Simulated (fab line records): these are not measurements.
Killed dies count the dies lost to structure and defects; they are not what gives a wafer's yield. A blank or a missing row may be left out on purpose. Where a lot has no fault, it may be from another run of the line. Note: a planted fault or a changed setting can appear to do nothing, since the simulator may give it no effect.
fab line records	flow gf180mcu
record lots=11	wafers=33	last-day=34
route steps=602 shown V3@451 M4@461
lots that met no fault: from a run of the same line without faults
start-h: the number of hours between the record's first day and the start of the first shown wafer of the lot	wait-h: hours since the lot's step before	" same as the row above	L1.1+2: a single row standing in for several wafers	- either no value or no given start	* or withheld: withheld	< > ~ a bound
route shown NAME@n: names a module that has steps shown in the file, with the first one's number in the route	usual: mean and standard deviation over wafers with no fault	same: alike in all rows	chamber/n: place in a boat	sites: each site's reading	_std_site: their standard deviation	_edge_site: the outer-site mean with the inner-site mean subtracted	radius-mm: how far each site lies from the wafer's centre	mask NAME#n: copy n	behind: the most recent tool/chamber to have shaped the wafer	hold: reason for holding the lot/hours on hold/outcome of the hold	device: whichever transistor did not switch (one of n, p or np)	end of line: the route-end tests of the same wafers	where a step has no rows: the recipe by itself	killed: dies that structure and defects cost at the first sort, which is not the same as the wafer's yield	map: shows each die of a wafer: x if killed, . if not, _ if none is there
set.NAME: the setting the step ran with; set.NAME@STEP: the setting that earlier step ran with	model.NAME: the simulator's own value behind a step, which no gauge read
one table for each step of the route and one row for each wafer, over a sample of lots
services: a tool's chamber out of use, with start hour (start-h, from the record's first day; less than 0 if before it), hours out, and reason
## steps
# step GF_V3_SPUTTER_22
# recipe material=TiN	target-thk-nm=10	chamber-pressure-pa=5	power-w=4000	time-s=40
# usual throttle-valve-pct=29.6/0.89
lot.wafer	tool	chamber	start-h	wait-h	throttle-valve-pct
L444.2	pvd-sputter-03	-	510.32	0.0	28.8
L444.4	"	-	"	"	30.6
L444.5	"	-	"	"	30.4
L446.3	pvd-sputter-03	-	529.89	0.0	30.8
L446.4	"	-	"	"	28.6
L446.5	"	-	"	"	30.9
L447.3	pvd-sputter-02	-	540.37	0.0	30.4
L447.4	"	-	"	"	30.6
L447.6	"	-	"	"	28.8
L449.3	pvd-sputter-02	-	557.66	0.0	28.3
L449.5	"	-	"	"	30.8
L449.6	"	-	"	"	28.1
L450.1	pvd-sputter-03	-	567.12	0.0	30.8
L450.2	"	-	"	"	28.8
L450.3	"	-	"	"	30.1
L451.1	pvd-sputter-03	-	576.34	0.0	28.9
L451.3	"	-	"	"	30.0
L451.6	"	-	"	"	29.9
L455.1	pvd-sputter-02	-	607.63	0.0	28.9
L455.5	"	-	"	"	28.4
L455.6	"	-	"	"	29.0
L456.3	pvd-sputter-04	-	614.82	0.0	31.0
L456.4	"	-	"	"	28.9
L456.6	"	-	"	"	30.9
L462.1	pvd-sputter-02	-	660.39	0.0	28.9
L462.4	"	-	"	"	30.2
L462.5	"	-	"	"	29.0
L465.1	pvd-sputter-02	-	680.60	0.0	30.6
L465.2	"	-	"	"	30.4
L465.5	"	-	"	"	30.4
L466.2	pvd-sputter-03	-	683.96	0.0	28.7
L466.4	"	-	"	"	30.7
L466.5	"	-	"	"	29.5
# step GF_V3_CVD_23
# recipe material=W	target-thk-nm=350	time-s=104.9	temp-c=400	pressure-torr=40
# usual heater-power-w=788/99
lot.wafer	tool	chamber	start-h	wait-h	heater-power-w
L444.2	cvd-w-02	1	510.36	0.0	795
L444.4	"	0	"	"	654
L444.5	"	1	"	"	807
L446.3	cvd-w-02	0	530.00	0.1	653
L446.4	"	0	"	"	642
L446.5	"	0	"	"	653
L447.3	cvd-w-01	0	540.45	0.1	927
L447.4	"	1	"	"	745
L447.6	"	1	"	"	765
L449.3	cvd-w-01	1	557.73	0.1	761
L449.5	"	1	"	"	761
L449.6	"	0	"	"	935
L450.1	cvd-w-01	1	567.15	0.0	759
L450.2	"	0	"	"	945
L450.3	"	0	"	"	915
L451.1	cvd-w-02	0	576.38	0.0	669
L451.3	"	1	"	"	808
L451.6	"	1	"	"	790
L455.1	cvd-w-01	1	607.67	0.0	741
L455.5	"	1	"	"	748
L455.6	"	0	"	"	921
L456.3	cvd-w-02	0	614.90	0.1	637
L456.4	"	1	"	"	792
L456.6	"	0	"	"	658
L462.1	cvd-w-01	0	660.43	0.0	922
L462.4	"	0	"	"	935
L462.5	"	1	"	"	764
L465.1	cvd-w-01	1	680.64	0.0	754
L465.2	"	0	"	"	938
L465.5	"	0	"	"	921
L466.2	cvd-w-01	1	684.00	0.0	747
L466.4	"	1	"	"	756
L466.5	"	0	"	"	945
# step GF_M4_RS_MEAS_05
# recipe thk-meas-gauge=four-point-probe	reads=TiN_of_M4_SPUTTER_04+Ti_of_M4_SPUTTER_03+AlCu_of_M4_SPUTTER_02+TiN_of_M4_SPUTTER_01+Ti_of_M4_SPUTTER_00
# usual M4_ALCU_RS=0.0694/0.00087
lot.wafer	tool	chamber	start-h	wait-h	M4_ALCU_RS[ohm/sq]
L444.2	film-metro-01	-	511.19	0.0	0.0697
L444.4	"	-	"	"	0.0703
L444.5	"	-	"	"	0.0703
L446.3	film-metro-02	-	530.89	0.1	0.0695
L446.4	"	-	"	"	0.0687
L446.5	"	-	"	"	0.0689
L447.3	film-metro-03	-	541.27	0.1	0.0700
L447.4	"	-	"	"	0.0687
L447.6	"	-	"	"	0.0692
L449.3	film-metro-01	-	558.55	0.1	0.0682
L449.5	"	-	"	"	0.0687
L449.6	"	-	"	"	0.0689
L450.1	film-metro-03	-	567.97	0.0	0.0711
L450.2	"	-	"	"	0.0705
L450.3	"	-	"	"	0.0702
L451.1	film-metro-01	-	577.19	0.0	0.0702
L451.3	"	-	"	"	0.0694
L451.6	"	-	"	"	0.0697
L455.1	film-metro-02	-	608.48	0.0	0.0690
L455.5	"	-	"	"	0.0688
L455.6	"	-	"	"	0.0691
L456.3	film-metro-02	-	615.72	0.1	0.0699
L456.4	"	-	"	"	0.0702
L456.6	"	-	"	"	0.0697
L462.1	film-metro-03	-	661.24	0.0	0.0683
L462.4	"	-	"	"	0.0683
L462.5	"	-	"	"	0.0688
L465.1	film-metro-02	-	681.45	0.0	0.0701
L465.2	"	-	"	"	0.0691
L465.5	"	-	"	"	0.0696
L466.2	film-metro-03	-	684.83	0.0	0.0709
L466.4	"	-	"	"	0.0710
L466.5	"	-	"	"	0.0706
# step GF_M4_METAL_ETCH_16
# recipe chemistry=Cl2/BCl3	mask-material=KrF	target-depth-nm=750.8	stop-on=SiO2	pressure-mtorr=8	icp-w=800	bias-w=140	Cl2_flow_sccm=80	bcl3-flow-sccm=40	time-s=125.1
# usual chamber-pressure-mTorr=8.000/0.0078	drypump-motor-current-A=5.9/0.58	he-backside-leak-sccm=3.42/0.29	oes-product-au=0.991/0.006	run-length-s=153.5/0.42	throttle-valve-pct=28.228/0.01
lot.wafer	tool	chamber	start-h	wait-h	chamber-pressure-mTorr	drypump-motor-current-A	he-backside-leak-sccm	oes-product-au	rf-hours-counter-h	run-length-s	throttle-valve-pct
L444.2	rie-metal-03	0	534.02	0.0	8.008	5.6	3.40	0.991	0	153.1	28.251
L444.4	"	1	"	"	8.004	5.2	3.70	0.992	-	153.2	28.234
L444.5	"	1	"	"	8.004	5.1	3.72	0.991	-	153.3	28.241
L446.3	rie-metal-01	1	553.40	0.1	8.005	6.7	3.25	0.990	-	154.0	28.227
L446.4	"	1	"	"	7.999	6.7	3.03	0.996	-	154.4	28.235
L446.5	"	1	"	"	8.000	6.7	3.13	0.994	-	154.3	28.235
L447.3	rie-metal-03	0	563.33	0.1	8.004	5.6	3.51	0.998	-	153.2	28.227
L447.4	"	0	"	"	8.001	5.6	3.47	0.990	-	153.7	28.224
L447.6	"	0	"	"	7.990	5.6	3.81	0.985	-	153.7	28.221
L449.3	rie-metal-01	0	579.69	0.1	8.007	5.7	3.54	0.998	-	153.5	28.238
L449.5	"	0	"	"	7.994	5.7	3.45	0.993	-	154.2	28.215
L449.6	"	1	"	"	7.983	6.7	3.10	0.982	-	154.3	28.228
L450.1	rie-metal-03	1	589.77	0.0	7.996	5.2	3.51	0.997	1	153.6	28.229
L450.2	"	0	"	"	8.010	5.7	3.53	0.988	2	153.6	28.222
L450.3	"	1	"	"	8.009	5.2	3.54	0.993	-	153.2	28.233
L451.1	rie-metal-03	0	597.84	0.0	7.989	5.6	3.57	0.986	3	153.1	28.246
L451.3	"	1	"	"	7.997	5.2	3.63	0.992	-	153.5	28.234
L451.6	"	1	"	"	7.995	5.2	3.66	0.994	-	154.0	28.237
L455.1	rie-metal-03	1	628.55	0.0	8.007	5.2	3.78	0.995	2	153.6	28.215
L455.5	"	0	"	"	8.010	5.6	3.66	0.878	-	181.6	28.331
L455.6	"	1	"	"	8.006	5.2	3.60	0.993	-	153.4	28.229
L456.3	rie-metal-03	1	635.71	0.1	7.997	5.2	3.71	0.992	-	153.5	28.215
L456.4	"	0	"	"	8.001	5.7	3.52	0.893	-	181.4	28.352
L456.6	"	0	"	"	8.014	5.6	3.55	0.891	-	181.9	28.352
L462.1	rie-metal-01	1	679.90	0.0	7.992	6.7	3.27	0.997	0	153.9	28.221
L462.4	"	1	"	"	7.975	6.7	3.23	0.988	-	154.0	28.217
L462.5	"	1	"	"	7.996	6.7	3.43	0.988	-	154.5	28.220
L465.1	rie-metal-01	1	699.55	0.0	8.010	6.7	3.13	0.994	1	154.8	28.224
L465.2	"	0	"	"	8.000	5.7	3.15	0.983	5	153.4	28.216
L465.5	"	1	"	"	7.987	6.7	3.17	0.997	-	154.3	28.224
L466.2	rie-metal-04	0	703.69	0.0	8.001	5.4	3.26	0.992	11	153.1	28.220
L466.4	"	1	"	"	8.000	6.6	3.46	0.988	-	153.4	28.222
L466.5	"	0	"	"	8.002	5.4	3.49	0.992	-	153.2	28.220
# step GF_M4_STRIP_17
# recipe chemistry=O2/N2	power-w=1400	pressure-mtorr=1500	platen-temp-c=250	o2-flow-sccm=3000	n2-flow-sccm=300	overash-fraction=0.5
# usual chamber-pressure-mTorr=1500.0/1.2	drypump-motor-current-A=5.8/0.38	heater-power-w=312/35	oes-product-au=0.537/0.0052	strip-time-to-endpoint-s=7.38/0.044
lot.wafer	tool	chamber	start-h	wait-h	chamber-pressure-mTorr	drypump-motor-current-A	heater-power-w	oes-product-au	rf-hours-counter-h	strip-time-to-endpoint-s
L444.2	plasma-asher-04	0	534.15	0.1	1501.0	5.9	378	0.547	46	7.44
L444.4	"	1	"	"	1498.6	6.3	290	0.534	-	7.41
L444.5	"	0	"	"	1500.8	5.9	390	0.542	-	7.36
L446.3	plasma-asher-02	0	553.61	0.2	1499.9	6.2	339	0.535	-	7.40
L446.4	"	1	"	"	1498.1	5.5	294	0.535	-	7.40
L446.5	"	0	"	"	1500.1	6.2	337	0.529	-	7.41
L447.3	plasma-asher-01	0	563.53	0.2	1499.0	5.3	285	0.539	-	7.40
L447.4	"	1	"	"	1497.8	5.5	287	0.535	-	7.40
L447.6	"	0	"	"	1500.2	5.3	296	0.530	-	7.38
L449.3	plasma-asher-04	0	579.80	0.1	1498.8	5.9	386	0.530	-	7.32
L449.5	"	0	"	"	1500.6	5.9	378	0.543	-	7.35
L449.6	"	1	"	"	1500.0	6.3	289	0.529	-	7.32
L450.1	plasma-asher-04	1	589.89	0.1	1500.2	6.3	293	0.540	52	7.37
L450.2	"	0	"	"	1501.1	5.9	375	0.539	52	7.47
L450.3	"	1	"	"	1498.4	6.3	301	0.542	-	7.38
L451.1	plasma-asher-04	1	597.97	0.1	1499.7	6.3	300	0.539	53	7.38
L451.3	"	1	"	"	1501.7	6.3	290	0.537	-	7.37
L451.6	"	1	"	"	1500.3	6.3	291	0.537	-	7.33
L455.1	plasma-asher-02	1	628.68	0.1	1499.7	5.5	295	0.542	95	7.42
L455.5	"	1	"	"	1498.3	5.5	294	0.510	-	6.77
L455.6	"	0	"	"	1499.6	6.2	334	0.541	-	7.42
L456.3	plasma-asher-02	0	635.83	0.1	1499.9	6.2	322	0.542	-	7.40
L456.4	"	1	"	"	1501.4	5.5	295	0.505	-	6.78
L456.6	"	0	"	"	1499.3	6.2	339	0.511	-	6.83
L462.1	plasma-asher-04	1	680.03	0.1	1499.0	6.2	287	0.532	62	7.29
L462.4	"	1	"	"	1500.0	6.3	295	0.543	-	7.34
L462.5	"	0	"	"	1500.3	5.8	394	0.541	-	7.35
L465.1	plasma-asher-02	0	699.68	0.1	1498.2	6.2	334	0.541	102	7.34
L465.2	"	1	"	"	1500.3	5.5	276	0.531	102	7.34
L465.5	"	0	"	"	1500.0	6.2	343	0.532	-	7.31
L466.2	plasma-asher-04	0	703.82	0.1	1498.2	5.9	384	0.539	65	7.31
L466.4	"	0	"	"	1499.7	5.9	386	0.535	-	7.34
L466.5	"	1	"	"	1501.4	6.2	296	0.533	-	7.30
## services
tool	chamber	start-h	hours	kind
rie-metal-04	0	497.41	3.6	repair
pvd-sputter-02	-	504.67	0.6	repair
rie-metal-01	-	507.03	0.5	repair
pvd-sputter-04	-	518.18	3.9	repair
pvd-sputter-03	-	518.79	9.6	repair
cvd-w-02	1	523.07	10.2	repair
pvd-sputter-04	-	527.09	1.4	repair
pvd-sputter-02	-	530.60	9.0	repair
rie-metal-03	1	548.41	-	clean
rie-metal-03	1	548.41	20.2	scheduled-down
rie-metal-03	1	548.41	20.2	vent-cycle
cvd-w-01	-	569.70	1.0	repair
rie-metal-04	-	582.02	2.8	pm
plasma-asher-02	-	584.63	4.5	repair
cvd-w-01	-	607.92	1.1	repair
pvd-sputter-03	-	608.10	1.5	repair
rie-metal-04	-	620.63	0.7	repair
pvd-sputter-03	2	630.06	-	consumable-replace:kit
pvd-sputter-03	2	630.06	18.0	scheduled-down
plasma-asher-01	-	630.74	1.3	repair
cvd-w-02	-	655.23	1.9	repair
pvd-sputter-04	-	657.40	3.5	repair
rie-metal-03	1	658.09	3.5	repair
pvd-sputter-03	-	687.17	4.4	repair
## key
first-sign step=GF_M4_METAL_ETCH_16	reading=run-length-s	direction=up	sigmas=66	usual=*	struck=*
effect step=GF_M4_METAL_ETCH_16	reading=oes-product-au	direction=down	sigmas=17	usual=0.991	struck=0.887
effect step=GF_M4_STRIP_17	reading=strip-time-to-endpoint-s	direction=down	sigmas=13	usual=*	struck=*
met-at GF_M4_METAL_ETCH_16
struck-lots L455,L456
struck-wafers L455.5,L456.4,L456.6
not-acting-at GF_V3_SPUTTER_22,GF_V3_CVD_23,GF_M4_RS_MEAS_05
onset-between 597.84 628.55
fault kind=process-parameter-drift	tool=rie-metal-03	chamber=0	onset-h=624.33	steps=GF_M4_METAL_ETCH_16	channel=time-s	offset=*	shape=step	end-h=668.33	acts-in=*	stated=*
